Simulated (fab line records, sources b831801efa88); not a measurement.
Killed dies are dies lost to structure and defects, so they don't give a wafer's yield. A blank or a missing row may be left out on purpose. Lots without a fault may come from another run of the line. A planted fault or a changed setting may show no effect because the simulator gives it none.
Chamber matching | flow gf180mcu | GF_V2_CVD_02 on pecvd-03: 3 sister chambers
The step deposits SiO2 from TEOS, target thk 850 nm, time 94.851 s. 6 wafers are shown with their chamber, then 12 later ones without.

WAFERS WITH THEIR CHAMBER
wafer  | chamber | heater_power_w (W)
L081.5 | 0       | 674
L083.1 | 2       | 594
L083.6 | 2       | 670
L089.2 | 1       | 715
L089.3 | 0       | 648
L089.5 | 1       | 604

WAFERS WITHOUT THEIR CHAMBER
wafer  | heater_power_w (W)
L090.1 | 697
L090.4 | 589
L090.6 | 706
L094.1 | 683
L094.2 | 737
L094.5 | 586
L096.2 | 586
L096.3 | 617
L096.4 | 688
L097.2 | 725
L097.4 | 742
L097.5 | 584

WHICH CHAMBER EACH WENT THROUGH
wafer  | from the rows above          | in truth
L090.1 | can't be placed: 0 or 1 or 2 | 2
L090.4 | can't be placed: 2 or 1 or 0 | 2
L090.6 | can't be placed: 0 or 1 or 2 | 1
L094.1 | can't be placed: 0 or 1 or 2 | 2
L094.2 | can't be placed: 0 or 1 or 2 | 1
L094.5 | can't be placed: 2 or 1 or 0 | 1
L096.2 | can't be placed: 2 or 1 or 0 | 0
L096.3 | can't be placed: 2 or 1 or 0 | 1
L096.4 | can't be placed: 0 or 1 or 2 | 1
L097.2 | can't be placed: 0 or 1 or 2 | 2
L097.4 | can't be placed: 0 or 1 or 2 | 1
L097.5 | can't be placed: 2 or 1 or 0 | 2
Placed correctly: 0 of 12. Can't be placed from these rows: 12 (the true chamber is among the candidates in 12). Placed wrongly: 0.
How it was worked out, from the rows above alone: a wafer's distance from a chamber is the root of the sum, over the readings, of the square of ((its reading less the chamber's mean) divided by the reading's scatter). The wafer belongs to the nearest chamber; if the next one is less than 2 further off, it can't be placed. A chamber's mean is the mean of its shown wafers. The scatter: the root of (the sum of the squares of (reading less its chamber's mean) over the shown wafers, divided by (wafers less chambers)).
